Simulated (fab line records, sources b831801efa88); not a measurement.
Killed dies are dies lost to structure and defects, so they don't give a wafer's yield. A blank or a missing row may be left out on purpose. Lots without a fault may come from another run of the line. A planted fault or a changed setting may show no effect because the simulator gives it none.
Chamber matching | flow sky130 | SKY_CONTACT_ETCH_16 on rie_diel-01: 4 sister chambers
The step etches BARC in N2/H2, stops on SiO2, time 45.9 s, target depth 60 nm. 4 wafers are shown with their chamber, then 10 later ones without.

WAFERS WITH THEIR CHAMBER
wafer  | chamber | throttle_valve_pct (%)
L085.3 | 0       | 13.219
L089.6 | 3       | 13.221
L092.1 | 1       | 13.228
L092.2 | 2       | 13.235

WAFERS WITHOUT THEIR CHAMBER
wafer  | throttle_valve_pct (%)
L092.3 | 13.222
L093.2 | 13.215
L093.3 | 13.237
L093.4 | 13.216
L094.2 | 13.227
L094.5 | 13.231
L094.6 | 13.214
L096.4 | 13.239
L096.5 | 13.236
L096.6 | 13.215

WHICH CHAMBER EACH WENT THROUGH
wafer  | from the rows above          | in truth
L092.3 | can't be placed: 3 or 0 or 1 | 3
L093.2 | can't be placed: 0 or 3      | 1
L093.3 | 2                            | 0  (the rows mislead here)
L093.4 | can't be placed: 0 or 3      | 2
L094.2 | can't be placed: 1 or 3      | 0
L094.5 | can't be placed: 1 or 2      | 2
L094.6 | can't be placed: 0 or 3      | 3
L096.4 | 2                            | 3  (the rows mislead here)
L096.5 | 2                            | 2
L096.6 | can't be placed: 0 or 3      | 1
Placed correctly: 1 of 10. Can't be placed from these rows: 7 (the true chamber is among the candidates in 3). Placed wrongly: 2.
How it was worked out, from the rows above alone: a wafer's distance from a chamber is the root of the sum, over the readings, of the square of ((its reading less the chamber's mean) divided by the reading's scatter). The wafer belongs to the nearest chamber; if the next one is less than 2 further off, it can't be placed. A chamber's mean is the mean of its shown wafers. The scatter: with one shown wafer a chamber, the root of the mean of the squares of how far each hidden wafer lies from its nearest shown one.
